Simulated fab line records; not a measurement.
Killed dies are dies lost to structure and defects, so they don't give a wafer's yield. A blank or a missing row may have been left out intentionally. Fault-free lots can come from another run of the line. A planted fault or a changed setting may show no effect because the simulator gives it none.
What tool caused it? || flow sky130 || 45 wafers from 15 lots sampled at 5 of the route's 708 steps

WHAT THE GAUGES SHOWED, per wafer
SKY_FIELD_ISO_THK_MEAS_02. Usual: FIELD_ISO_OXIDATION_00_THK gives 12.05 nm (standard deviation 0.25).
{"lot": "L872", "measured": "day 1 17:41", "on": "film-metro-03", "FIELD_ISO_OXIDATION_00_THK (nm)": "11.67 11.63 11.58", "flag": ""}
{"lot": "L873", "measured": "day 1 21:54", "on": "film-metro-01", "FIELD_ISO_OXIDATION_00_THK (nm)": "11.83 11.99 11.71", "flag": ""}
{"lot": "L874", "measured": "day 2 03:32", "on": "film-metro-03", "FIELD_ISO_OXIDATION_00_THK (nm)": "12.26 12.31 12.39", "flag": ""}
{"lot": "L875", "measured": "day 2 08:49", "on": "film-metro-03", "FIELD_ISO_OXIDATION_00_THK (nm)": "12.22 12.15 12.41", "flag": ""}
{"lot": "L876", "measured": "day 2 13:23", "on": "film-metro-01", "FIELD_ISO_OXIDATION_00_THK (nm)": "12.05 12.06 11.81", "flag": ""}
{"lot": "L877", "measured": "day 2 19:32", "on": "film-metro-01", "FIELD_ISO_OXIDATION_00_THK (nm)": "12.48 12.53 12.48", "flag": ""}
{"lot": "L878", "measured": "day 2 22:54", "on": "film-metro-01", "FIELD_ISO_OXIDATION_00_THK (nm)": "11.94 12.05 12.18", "flag": ""}
{"lot": "L885", "measured": "day 4 09:59", "on": "film-metro-03", "FIELD_ISO_OXIDATION_00_THK (nm)": "11.91 11.82 11.78", "flag": ""}
{"lot": "L887", "measured": "day 4 19:39", "on": "film-metro-01", "FIELD_ISO_OXIDATION_00_THK (nm)": "11.49 11.59 11.30", "flag": ""}
{"lot": "L888", "measured": "day 5 01:09", "on": "film-metro-01", "FIELD_ISO_OXIDATION_00_THK (nm)": "12.27 12.28 12.36", "flag": ""}
{"lot": "L889", "measured": "day 5 05:38", "on": "film-metro-03", "FIELD_ISO_OXIDATION_00_THK (nm)": "11.78 11.90 11.94", "flag": ""}
{"lot": "L890", "measured": "day 5 11:35", "on": "film-metro-03", "FIELD_ISO_OXIDATION_00_THK (nm)": "11.95 11.90 12.02", "flag": ""}
{"lot": "L891", "measured": "day 5 15:56", "on": "film-metro-03", "FIELD_ISO_OXIDATION_00_THK (nm)": "12.29 12.26 12.47", "flag": ""}
{"lot": "L892", "measured": "day 5 21:38", "on": "film-metro-01", "FIELD_ISO_OXIDATION_00_THK (nm)": "12.45 12.38 12.35", "flag": ""}
{"lot": "L893", "measured": "day 6 02:31", "on": "film-metro-01", "FIELD_ISO_OXIDATION_00_THK (nm)": "12.19 12.28 12.07", "flag": ""}

SKY_NWELL_TW_MEAS_26. Usual: NWELL_2_TW gives 493 (standard deviation 3.3).
{"lot": "L872", "measured": "day 5 15:16", "on": "film-metro-03", "NWELL_2_TW": "488 491 490", "flag": ""}
{"lot": "L873", "measured": "day 5 23:30", "on": "film-metro-04", "NWELL_2_TW": "496 498 496", "flag": ""}
{"lot": "L874", "measured": "day 6 02:58", "on": "film-metro-04", "NWELL_2_TW": "497 493 497", "flag": ""}
{"lot": "L875", "measured": "day 6 08:34", "on": "film-metro-04", "NWELL_2_TW": "30 30 30", "flag": "OFF"}
{"lot": "L876", "measured": "day 6 13:13", "on": "film-metro-03", "NWELL_2_TW": "30 29 30", "flag": "OFF"}
{"lot": "L877", "measured": "day 6 21:12", "on": "film-metro-04", "NWELL_2_TW": "30 30 30", "flag": "OFF"}
{"lot": "L878", "measured": "day 7 01:37", "on": "film-metro-02", "NWELL_2_TW": "495 493 495", "flag": ""}
{"lot": "L885", "measured": "day 8 19:30", "on": "film-metro-03", "NWELL_2_TW": "492 494 494", "flag": ""}
{"lot": "L887", "measured": "day 9 06:55", "on": "film-metro-02", "NWELL_2_TW": "489 492 490", "flag": ""}
{"lot": "L888", "measured": "day 9 14:43", "on": "film-metro-02", "NWELL_2_TW": "495 491 495", "flag": ""}
{"lot": "L889", "measured": "day 9 18:16", "on": "film-metro-03", "NWELL_2_TW": "492 490 489", "flag": ""}
{"lot": "L890", "measured": "day 10 02:47", "on": "film-metro-04", "NWELL_2_TW": "493 493 496", "flag": ""}
{"lot": "L891", "measured": "day 10 11:48", "on": "film-metro-03", "NWELL_2_TW": "489 490 488", "flag": ""}
{"lot": "L892", "measured": "day 10 15:31", "on": "film-metro-02", "NWELL_2_TW": "487 488 492", "flag": ""}
{"lot": "L893", "measured": "day 10 21:49", "on": "film-metro-03", "NWELL_2_TW": "490 490 491", "flag": ""}

SKY_CONTACT_BOW_MEAS_05. Usual: CONTACT_BOW gives 82 um (standard deviation 7.6).
{"lot": "L872", "measured": "day 30 18:34", "on": "film-metro-03", "CONTACT_BOW (um)": "89 83 80", "flag": ""}
{"lot": "L873", "measured": "day 31 05:17", "on": "film-metro-02", "CONTACT_BOW (um)": "80 82 67", "flag": ""}
{"lot": "L874", "measured": "day 31 09:03", "on": "film-metro-03", "CONTACT_BOW (um)": "82 88 87", "flag": ""}
{"lot": "L875", "measured": "day 32 05:22", "on": "film-metro-03", "CONTACT_BOW (um)": "76 84 82", "flag": ""}
{"lot": "L876", "measured": "day 32 16:56", "on": "film-metro-01", "CONTACT_BOW (um)": "92 89 92", "flag": ""}
{"lot": "L877", "measured": "day 32 17:53", "on": "film-metro-03", "CONTACT_BOW (um)": "81 83 87", "flag": ""}
{"lot": "L878", "measured": "day 32 17:18", "on": "film-metro-03", "CONTACT_BOW (um)": "79 88 86", "flag": ""}
{"lot": "L885", "measured": "day 35 22:18", "on": "film-metro-01", "CONTACT_BOW (um)": "81 97 72", "flag": ""}
{"lot": "L887", "measured": "day 35 23:44", "on": "film-metro-01", "CONTACT_BOW (um)": "74 83 81", "flag": ""}
{"lot": "L888", "measured": "day 36 20:10", "on": "film-metro-01", "CONTACT_BOW (um)": "80 79 72", "flag": ""}
{"lot": "L889", "measured": "day 36 18:03", "on": "film-metro-01", "CONTACT_BOW (um)": "90 95 72", "flag": ""}
{"lot": "L890", "measured": "day 36 22:19", "on": "film-metro-02", "CONTACT_BOW (um)": "82 71 84", "flag": ""}
{"lot": "L891", "measured": "day 37 00:55", "on": "film-metro-03", "CONTACT_BOW (um)": "92 81 79", "flag": ""}
{"lot": "L892", "measured": "day 37 15:58", "on": "film-metro-02", "CONTACT_BOW (um)": "89 95 85", "flag": ""}
{"lot": "L893", "measured": "day 37 23:59", "on": "film-metro-03", "CONTACT_BOW (um)": "78 77 64", "flag": ""}

WHAT TOOL EACH LOT RAN ON (gives the tool, then ch and the chambers of the sampled wafers, and finally the start)
{"lot": "L872", "SKY_NWELL_STRIP_14": "plasma-asher-01 ch 1, day 4 21:19", "SKY_NWELL_STRIP_25": "plasma-asher-01 ch 1, day 5 15:10"}
{"lot": "L873", "SKY_NWELL_STRIP_14": "plasma-asher-01 ch 0,1, day 5 04:41", "SKY_NWELL_STRIP_25": "plasma-asher-02 ch 0,1, day 5 23:25"}
{"lot": "L874", "SKY_NWELL_STRIP_14": "plasma-asher-01 ch 0,1, day 5 08:30", "SKY_NWELL_STRIP_25": "plasma-asher-02 ch 0,1, day 6 02:52"}
{"lot": "L875", "SKY_NWELL_STRIP_14": "plasma-asher-02 ch 0,1, day 5 14:04", "SKY_NWELL_STRIP_25": "plasma-asher-04 ch 0,1, day 6 08:28"}
{"lot": "L876", "SKY_NWELL_STRIP_14": "plasma-asher-01 ch 0,1, day 5 18:28", "SKY_NWELL_STRIP_25": "plasma-asher-01 ch 0,1, day 6 13:07"}
{"lot": "L877", "SKY_NWELL_STRIP_14": "plasma-asher-02 ch 0,1, day 6 01:52", "SKY_NWELL_STRIP_25": "plasma-asher-01 ch 0,1, day 6 21:06"}
{"lot": "L878", "SKY_NWELL_STRIP_14": "plasma-asher-02 ch 0,1, day 6 06:31", "SKY_NWELL_STRIP_25": "plasma-asher-04 ch 0,1, day 7 01:31"}
{"lot": "L885", "SKY_NWELL_STRIP_14": "plasma-asher-02 ch 0,1, day 7 22:52", "SKY_NWELL_STRIP_25": "plasma-asher-02 ch 0,1, day 8 19:24"}
{"lot": "L887", "SKY_NWELL_STRIP_14": "plasma-asher-02 ch 0,1, day 8 10:43", "SKY_NWELL_STRIP_25": "plasma-asher-01 ch 0,1, day 9 06:50"}
{"lot": "L888", "SKY_NWELL_STRIP_14": "plasma-asher-01 ch 0,1, day 8 17:16", "SKY_NWELL_STRIP_25": "plasma-asher-02 ch 1, day 9 14:37"}
{"lot": "L889", "SKY_NWELL_STRIP_14": "plasma-asher-04 ch 0,1, day 8 20:22", "SKY_NWELL_STRIP_25": "plasma-asher-01 ch 0,1, day 9 18:10"}
{"lot": "L890", "SKY_NWELL_STRIP_14": "plasma-asher-02 ch 0,1, day 9 05:02", "SKY_NWELL_STRIP_25": "plasma-asher-02 ch 0,1, day 10 02:43"}
{"lot": "L891", "SKY_NWELL_STRIP_14": "plasma-asher-01 ch 0,1, day 9 13:40", "SKY_NWELL_STRIP_25": "plasma-asher-01 ch 0,1, day 10 11:42"}
{"lot": "L892", "SKY_NWELL_STRIP_14": "plasma-asher-02 ch 0,1, day 9 17:15", "SKY_NWELL_STRIP_25": "plasma-asher-04 ch 0,1, day 10 15:25"}
{"lot": "L893", "SKY_NWELL_STRIP_14": "plasma-asher-01 ch 1, day 9 22:58", "SKY_NWELL_STRIP_25": "plasma-asher-01 ch 0,1, day 10 21:42"}
- SKY_NWELL_STRIP_14: strips in O2/N2.
- SKY_NWELL_STRIP_25: strips in O2/N2.

AS READ BY THE TOOLS THEMSELVES (means over the sampled wafers that have a number; for cases with no such wafer, the mark the record gives instead)
SKY_NWELL_STRIP_14. Usual: chamber-pressure-mTorr 1500.1 mTorr, standard deviation 1.4; drypump-motor-current-A 5.5 A, standard deviation 0.61; oes-product-au 0.722 a.u., standard deviation 0.0043; strip-time-to-endpoint-s 36.87 s, standard deviation 0.099.
{"lot": "L872", "tool": "plasma-asher-01", "chamber-pressure-mTorr (mTorr)": 1500.4, "drypump-motor-current-A (A)": 4.8, "oes-product-au (a.u.)": 0.720, "strip-time-to-endpoint-s (s)": 36.72, "flag": ""}
{"lot": "L873", "tool": "plasma-asher-01", "chamber-pressure-mTorr (mTorr)": 1498.9, "drypump-motor-current-A (A)": 5.0, "oes-product-au (a.u.)": 0.717, "strip-time-to-endpoint-s (s)": 36.90, "flag": ""}
{"lot": "L874", "tool": "plasma-asher-01", "chamber-pressure-mTorr (mTorr)": 1500.0, "drypump-motor-current-A (A)": 5.1, "oes-product-au (a.u.)": 0.719, "strip-time-to-endpoint-s (s)": 36.90, "flag": ""}
{"lot": "L875", "tool": "plasma-asher-02", "chamber-pressure-mTorr (mTorr)": "-", "drypump-motor-current-A (A)": "-", "oes-product-au (a.u.)": "-", "strip-time-to-endpoint-s (s)": "-", "flag": "OFF"}
{"lot": "L876", "tool": "plasma-asher-01", "chamber-pressure-mTorr (mTorr)": "-", "drypump-motor-current-A (A)": "-", "oes-product-au (a.u.)": "-", "strip-time-to-endpoint-s (s)": "-", "flag": "OFF"}
{"lot": "L877", "tool": "plasma-asher-02", "chamber-pressure-mTorr (mTorr)": "-", "drypump-motor-current-A (A)": "-", "oes-product-au (a.u.)": "-", "strip-time-to-endpoint-s (s)": "-", "flag": "OFF"}
{"lot": "L878", "tool": "plasma-asher-02", "chamber-pressure-mTorr (mTorr)": 1498.5, "drypump-motor-current-A (A)": 5.7, "oes-product-au (a.u.)": 0.726, "strip-time-to-endpoint-s (s)": 36.93, "flag": ""}
{"lot": "L885", "tool": "plasma-asher-02", "chamber-pressure-mTorr (mTorr)": 1500.6, "drypump-motor-current-A (A)": 5.4, "oes-product-au (a.u.)": 0.725, "strip-time-to-endpoint-s (s)": 36.87, "flag": ""}
{"lot": "L887", "tool": "plasma-asher-02", "chamber-pressure-mTorr (mTorr)": 1499.8, "drypump-motor-current-A (A)": 5.7, "oes-product-au (a.u.)": 0.721, "strip-time-to-endpoint-s (s)": 36.98, "flag": ""}
{"lot": "L888", "tool": "plasma-asher-01", "chamber-pressure-mTorr (mTorr)": 1499.3, "drypump-motor-current-A (A)": 4.9, "oes-product-au (a.u.)": 0.722, "strip-time-to-endpoint-s (s)": 36.89, "flag": ""}
{"lot": "L889", "tool": "plasma-asher-04", "chamber-pressure-mTorr (mTorr)": 1500.6, "drypump-motor-current-A (A)": 6.3, "oes-product-au (a.u.)": 0.723, "strip-time-to-endpoint-s (s)": 36.94, "flag": ""}
{"lot": "L890", "tool": "plasma-asher-02", "chamber-pressure-mTorr (mTorr)": 1499.7, "drypump-motor-current-A (A)": 5.4, "oes-product-au (a.u.)": 0.718, "strip-time-to-endpoint-s (s)": 36.84, "flag": ""}
{"lot": "L891", "tool": "plasma-asher-01", "chamber-pressure-mTorr (mTorr)": 1500.5, "drypump-motor-current-A (A)": 5.1, "oes-product-au (a.u.)": 0.726, "strip-time-to-endpoint-s (s)": 36.90, "flag": ""}
{"lot": "L892", "tool": "plasma-asher-02", "chamber-pressure-mTorr (mTorr)": 1500.3, "drypump-motor-current-A (A)": 5.7, "oes-product-au (a.u.)": 0.721, "strip-time-to-endpoint-s (s)": 36.77, "flag": ""}
{"lot": "L893", "tool": "plasma-asher-01", "chamber-pressure-mTorr (mTorr)": 1500.2, "drypump-motor-current-A (A)": 4.8, "oes-product-au (a.u.)": 0.720, "strip-time-to-endpoint-s (s)": 36.85, "flag": ""}

SKY_NWELL_STRIP_25. Usual: chamber-pressure-mTorr 1500.1 mTorr, standard deviation 1.7; drypump-motor-current-A 5.5 A, standard deviation 0.63; oes-product-au 0.722 a.u., standard deviation 0.0047; strip-time-to-endpoint-s 36.88 s, standard deviation 0.098.
{"lot": "L872", "tool": "plasma-asher-01", "chamber-pressure-mTorr (mTorr)": 1501.0, "drypump-motor-current-A (A)": 4.8, "oes-product-au (a.u.)": 0.720, "strip-time-to-endpoint-s (s)": 36.93, "flag": ""}
{"lot": "L873", "tool": "plasma-asher-02", "chamber-pressure-mTorr (mTorr)": 1500.1, "drypump-motor-current-A (A)": 5.8, "oes-product-au (a.u.)": 0.725, "strip-time-to-endpoint-s (s)": 36.88, "flag": ""}
{"lot": "L874", "tool": "plasma-asher-02", "chamber-pressure-mTorr (mTorr)": 1501.1, "drypump-motor-current-A (A)": 5.7, "oes-product-au (a.u.)": 0.723, "strip-time-to-endpoint-s (s)": 36.69, "flag": ""}
{"lot": "L875", "tool": "plasma-asher-04", "chamber-pressure-mTorr (mTorr)": 1499.2, "drypump-motor-current-A (A)": 6.3, "oes-product-au (a.u.)": 0.739, "strip-time-to-endpoint-s (s)": 81.11, "flag": "OFF"}
{"lot": "L876", "tool": "plasma-asher-01", "chamber-pressure-mTorr (mTorr)": 1500.5, "drypump-motor-current-A (A)": 4.9, "oes-product-au (a.u.)": 0.737, "strip-time-to-endpoint-s (s)": 81.10, "flag": "OFF"}
{"lot": "L877", "tool": "plasma-asher-01", "chamber-pressure-mTorr (mTorr)": 1500.7, "drypump-motor-current-A (A)": 5.1, "oes-product-au (a.u.)": 0.738, "strip-time-to-endpoint-s (s)": 80.99, "flag": "OFF"}
{"lot": "L878", "tool": "plasma-asher-04", "chamber-pressure-mTorr (mTorr)": 1499.5, "drypump-motor-current-A (A)": 6.3, "oes-product-au (a.u.)": 0.728, "strip-time-to-endpoint-s (s)": 37.04, "flag": ""}
{"lot": "L885", "tool": "plasma-asher-02", "chamber-pressure-mTorr (mTorr)": 1495.8, "drypump-motor-current-A (A)": 5.7, "oes-product-au (a.u.)": 0.720, "strip-time-to-endpoint-s (s)": 36.84, "flag": ""}
{"lot": "L887", "tool": "plasma-asher-01", "chamber-pressure-mTorr (mTorr)": 1499.1, "drypump-motor-current-A (A)": 4.9, "oes-product-au (a.u.)": 0.723, "strip-time-to-endpoint-s (s)": 36.87, "flag": ""}
{"lot": "L888", "tool": "plasma-asher-02", "chamber-pressure-mTorr (mTorr)": 1500.0, "drypump-motor-current-A (A)": 6.1, "oes-product-au (a.u.)": 0.719, "strip-time-to-endpoint-s (s)": 36.88, "flag": ""}
{"lot": "L889", "tool": "plasma-asher-01", "chamber-pressure-mTorr (mTorr)": 1500.2, "drypump-motor-current-A (A)": 5.1, "oes-product-au (a.u.)": 0.723, "strip-time-to-endpoint-s (s)": 37.02, "flag": ""}
{"lot": "L890", "tool": "plasma-asher-02", "chamber-pressure-mTorr (mTorr)": 1500.5, "drypump-motor-current-A (A)": 5.3, "oes-product-au (a.u.)": 0.726, "strip-time-to-endpoint-s (s)": 36.96, "flag": ""}
{"lot": "L891", "tool": "plasma-asher-01", "chamber-pressure-mTorr (mTorr)": 1500.2, "drypump-motor-current-A (A)": 5.1, "oes-product-au (a.u.)": 0.724, "strip-time-to-endpoint-s (s)": 36.82, "flag": ""}
{"lot": "L892", "tool": "plasma-asher-04", "chamber-pressure-mTorr (mTorr)": 1498.6, "drypump-motor-current-A (A)": 6.3, "oes-product-au (a.u.)": 0.722, "strip-time-to-endpoint-s (s)": 36.77, "flag": ""}
{"lot": "L893", "tool": "plasma-asher-01", "chamber-pressure-mTorr (mTorr)": 1499.6, "drypump-motor-current-A (A)": 5.0, "oes-product-au (a.u.)": 0.719, "strip-time-to-endpoint-s (s)": 36.88, "flag": ""}

THE ANSWER, worked out from the rows above alone
Rule: take the mean of a lot's wafers that have a number; if it is more than 3 standard deviations from the usual mean, the lot is off. A lot without any number at a reading at which 4 lots or more have one is off too. The other lots that the step has rows for count as sound. First the gauges in route order, then the tools' own readings, where a lot's mean is used as printed above. The first step at which some lot is off is used, and at that step the reading that is off furthest; a lot without a number counts as furthest.
Off: at SKY_NWELL_TW_MEAS_26 (NWELL_2_TW), L875, L876, L877.
A tool fits if, at a process step before that reading, it ran every lot that is off, and no sound lot after the first of them. Not tried: the gauges at SKY_NWELL_TW_MEAS_26; whatever is off there is also off at SKY_NWELL_STRIP_14, on other tools, and gauge error can't account for it. No candidate that was tried fits.

WHAT HAD BEEN PUT IN BY THE SIMULATOR
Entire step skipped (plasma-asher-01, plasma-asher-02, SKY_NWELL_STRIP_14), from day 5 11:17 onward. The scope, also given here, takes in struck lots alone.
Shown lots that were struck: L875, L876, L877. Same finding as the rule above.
